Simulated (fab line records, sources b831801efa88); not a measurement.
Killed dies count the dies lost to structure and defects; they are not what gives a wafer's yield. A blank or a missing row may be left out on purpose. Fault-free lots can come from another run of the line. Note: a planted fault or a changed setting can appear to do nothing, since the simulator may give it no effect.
A struck lot beside a sound one / flow sky130 / 14 out of 708 route steps
Sound: wafers L521.1, L521.3, L521.5. Struck: wafers L535.1, L535.2, L535.6. The cause is given at the end.
Order at every step that has rows: each side's tool, ch and its chambers, its first start. Under that, the readings that differ: sound wafers / struck wafers / difference of the means / sigmas: that difference in standard deviations of wafers without a fault.
alike: same words and numbers on both sides, and readings whose means sit less than 2 such deviations apart. not compared: any withheld reading, any reading some wafer has no value for, any bound like >300 that may hide the same value, and any number with overlapping values for which the record gives no deviation.
Wherever a step has rows on one side only, a row that says differs or no value, or a row with sigmas, the two part there. When numbers do not overlap yet have no deviation, they are printed without sigmas and do not part them. A reading missing from all wafers of one side parts the sides only when that side holds two or more wafers.

first, 3 steps without rows for these wafers: SKY_METAL1_EXPOSE_12 (exposes mask MM1, target cd 140 nm); SKY_METAL1_PEB_13; SKY_METAL1_DEVELOP_14 (develop time 60 s).
SKY_METAL1_CD_MEAS_15 targets a cd of 140 nm.
  struck on cdSem-01, day 37 12:28; sound on cdSem-01, day 32 16:52
  alike: cdNm
SKY_METAL1_OVL_MEAS_16:
  struck on overlay-01, day 37 12:35; sound on overlay-02, day 32 16:59
  alike: METAL1_OVL
SKY_METAL1_DESCUM_17: chemistry O2, time 8 s.
  sound on rieMetal-04 ch 0, day 32 17:01; struck on rieMetal-04 ch 0,1, day 37 12:37
  alike: drypumpMotorCurrentA, oesProductAu
  not compared: rfHoursCounterH
SKY_METAL1_ETCH_18: etches BARC in N2/H2, stops on SiO2, time 45.9 s, target depth 60 nm.
  sound on rieMetal-04 ch 0, day 32 17:05; struck on rieMetal-04 ch 0,1, day 37 12:39
  alike: drypumpMotorCurrentA, oesProductAu, throttleValvePct
  not compared: rfHoursCounterH
SKY_METAL1_METAL_ETCH_19: etches the open film in Cl2/BCl3, stops on SiO2, target depth 360 nm, time 78 s.
  sound on rieMetal-04 ch 0, day 32 17:12; struck on rieMetal-04 ch 0,1, day 37 12:43
  alike: drypumpMotorCurrentA, oesProductAu, throttleValvePct
  not compared: rfHoursCounterH
SKY_METAL1_STRIP_20: strips in O2/N2.
  sound on plasmaAsher-01 ch 0,1, day 32 17:23; struck on plasmaAsher-03 ch 0,1, day 37 12:48
  alike: drypumpMotorCurrentA, oesProductAu, stripTimeToEndpointS
  not compared: rfHoursCounterH
then, 3 steps without rows for these wafers: SKY_METAL1_STRIP_21 (strips in post etch residue remover, time 1200 s); SKY_METAL1_CLEAN_22 (cleans in IPA, time 180 s); SKY_METAL1_CLEAN_23 (cleans in O3/DIW).
SKY_VIA1_HDPCVD_00: deposits SiO2, target thk 1030 nm, time 171.7 s.
  sound on hdpcvd-01 ch 1,2, day 32 18:01; struck on hdpcvd-01 ch 0,2, day 37 13:31
  no value came back on the struck wafers for pressureMtorr (mTorr), runLengthS (s), susceptorTempC (C); on the sound wafers pressureMtorr (mTorr) reads 5.993 5.989 6.013
SKY_PAD_OPEN_PROBE_99:
  rows exist in the record for the sound wafers here (prober-02, day 45 18:26), none for the struck ones

## WHERE THEY PART
Earliest at SKY_VIA1_HDPCVD_00; latest, in this record, at SKY_PAD_OPEN_PROBE_99.

WHY: the cause the simulator had injected
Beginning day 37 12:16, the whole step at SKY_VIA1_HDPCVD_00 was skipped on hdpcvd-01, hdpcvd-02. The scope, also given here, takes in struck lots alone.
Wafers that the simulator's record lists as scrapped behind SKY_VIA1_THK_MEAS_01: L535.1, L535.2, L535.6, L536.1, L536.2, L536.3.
